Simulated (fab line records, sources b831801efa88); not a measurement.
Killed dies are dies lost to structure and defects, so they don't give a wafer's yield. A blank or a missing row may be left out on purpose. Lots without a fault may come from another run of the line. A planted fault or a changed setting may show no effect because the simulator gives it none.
A struck lot beside a sound one | flow gf180mcu | 16 steps out of a route of 602
Sound: wafers L909.2, L909.3, L909.5. Struck: wafers L902.3, L902.5, L902.6. The cause comes at the end.
At each step with rows: each side's tool, then ch and its chambers, then its first start. Under that, the readings that differ: sound wafers | struck wafers | difference of the means | sigmas: that difference in standard deviations of wafers without a fault.
alike: readings whose means differ by less than 2 such deviations, and words and numbers that are the same on both sides. not compared: withheld readings, readings that some wafer has no value for, bounds like >300 that may hide the same value, and numbers for which the record gives no deviation and whose values overlap.
The two part at a step that has a row with sigmas, a row that says differs or no value, or rows on one side only. Numbers that don't overlap but have no deviation are shown without sigmas and don't part them. A reading that every wafer of one side lacks parts them only if that side has two wafers or more.

GF_NSD_CD_MEAS_07: target cd 400 nm.
  sound on cd_sem-01, day 20 13:08; struck on cd_sem-02, day 18 06:41
  alike: cd_nm
GF_NSD_OVL_MEAS_08:
  sound on overlay-02, day 20 13:14; struck on overlay-02, day 18 06:46
  alike: NSD_OVL
then, 2 steps without rows for these wafers: GF_NSD_IMPLANT_09; GF_NSD_IMPLANT_10.
GF_NSD_STRIP_11: strips in O2/N2.
  sound on plasma_asher-03 ch 1, day 20 13:34; struck on plasma_asher-02 ch 0,1, day 18 07:08
  alike: drypump_motor_current_A, heater_power_w, oes_product_au, platen_temp_c, strip_time_to_endpoint_s
  not compared: rf_hours_counter_h
GF_NSD_TW_MEAS_12:
  sound on film_metro-04, day 20 13:40; struck on film_metro-02, day 18 07:13
  reading | sound          | struck         | difference | sigmas
  NSD_TW  | 4254 4263 4262 | 4200 4198 4200 | -60        | -2
then, 6 steps without rows for these wafers: GF_PSD_DEHYDRATE_00 (time 60 s); GF_PSD_HMDS_01 (prime time 60 s); GF_PSD_COAT_02 (resist thk 1000 nm); GF_PSD_SOFTBAKE_03 (time 60 s); GF_PSD_EXPOSE_04 (exposes mask Pplus, target cd 400 nm); GF_PSD_PEB_05.
GF_PSD_DEVELOP_06: develop time 60 s.
  sound on litho_track-04 ch 0, day 21 12:29; struck on litho_track-03 ch 0, day 19 06:31
GF_PSD_CD_MEAS_07: target cd 400 nm.
  sound on cd_sem-02, day 21 12:42; struck on cd_sem-01, day 19 06:40
  reading    | sound             | struck            | difference | sigmas
  cd_nm (nm) | 401.2 404.5 403.6 | 415.7 414.8 415.6 | +12.3      | +6
GF_PSD_OVL_MEAS_08:
  sound on overlay-02, day 21 12:48; struck on overlay-01, day 19 06:45
  alike: PSD_OVL
-- the record jumps here: 14 days lie between the struck wafers' starts before and after (it left off in module PSD and takes up again in module PASSIVATION, whose first step shown is number 602 of the route) --
GF_PASSIVATION_PROBE_99:
  the record has rows for the struck wafers here (prober-01, day 32 23:07) and none for the sound ones

WHERE THEY PART
First at GF_NSD_TW_MEAS_12; last, within this record, at GF_PASSIVATION_PROBE_99.

WHY: what the simulator had put in
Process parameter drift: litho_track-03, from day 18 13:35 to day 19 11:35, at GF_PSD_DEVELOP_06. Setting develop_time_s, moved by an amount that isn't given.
